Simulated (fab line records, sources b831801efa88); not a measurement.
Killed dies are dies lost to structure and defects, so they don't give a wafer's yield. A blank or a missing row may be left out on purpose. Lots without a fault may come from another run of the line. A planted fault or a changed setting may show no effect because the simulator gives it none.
One fault seen from 2 desks | flow sfq_line | each desk has only its own numbers; what lay behind them comes last

THE TOOL OWNER'S DESK: rie_metal-03
The tool's own readings at SFQ_TRILAYER_M5_BARC_OPEN_METAL_ETCH_161 (etches BARC in O2, target depth 125 nm, time 41.7 s): means of the sampled wafers that have a number, for each lot that ran on this tool. A lot is out of limits, marked OUT, if its mean lies more than 4 standard deviations from the usual mean; the brackets give that distance.
Columns: A = drypump_motor_current_A at SFQ_TRILAYER_M5_BARC_OPEN_METAL_ETCH_161, usual 5.5 A; B = oes_product_au at SFQ_TRILAYER_M5_BARC_OPEN_METAL_ETCH_161, usual 0.685 a.u.; C = rf_fwd_power_W at SFQ_TRILAYER_M5_BARC_OPEN_METAL_ETCH_161, usual 594.0 W
lot  | first seen here | A   | B     | C
L133 | day 55 18:15    | 5.2 | 0.683 | 595.0
L140 | day 61 09:41    | 5.4 | 0.682 | 676.1 (+30) OUT
L141 | day 62 13:05    | 5.2 | 0.684 | 754.7 (+60) OUT
This desk's finding: out of limits on L140, L141; first on L140, day 61 09:41 (rf_fwd_power_W at SFQ_TRILAYER_M5_BARC_OPEN_METAL_ETCH_161). In limits: L133.

THE METROLOGY DESK
What the gauges read, lot by lot, whatever tool the lot ran on: means of the sampled wafers that have a number. A lot is out of limits, marked OUT, if its mean lies more than 4 standard deviations from the usual mean; the brackets give that distance.
Columns: A = M5_OVL at SFQ_M5_OVL_MEAS_932, usual 1 nm
lot  | first seen here | A
L133 | day 55 18:12    | -3
L134 | day 55 19:24    | -2
L140 | day 61 09:39    | 1
L141 | day 62 13:03    | -11
L149 | day 70 10:02    | -1
L151 | day 71 04:01    | 4
This desk's finding: nothing out of limits on any of the 6 lots.

PUT TOGETHER
The tool owner's desk could have raised an alarm at day 61 09:41, on L140, L141.
The metrology desk saw nothing out of limits.
The metrology desk has L140, L141 on record, within its limits.
Of the lots named, all ran SFQ_TRILAYER_M5_BARC_OPEN_METAL_ETCH_161 on rie_metal-03.

WHAT THE SIMULATOR HAD PUT IN
Process parameter drift: rie_metal-03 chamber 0, from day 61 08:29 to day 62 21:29, at SFQ_TRILAYER_M5_BARC_OPEN_METAL_ETCH_161. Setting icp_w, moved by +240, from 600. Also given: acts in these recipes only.
Lots struck among those shown: L140, L141.
Hours from the fault's start to each desk's first reading out of limits: the tool owner's desk, 1.
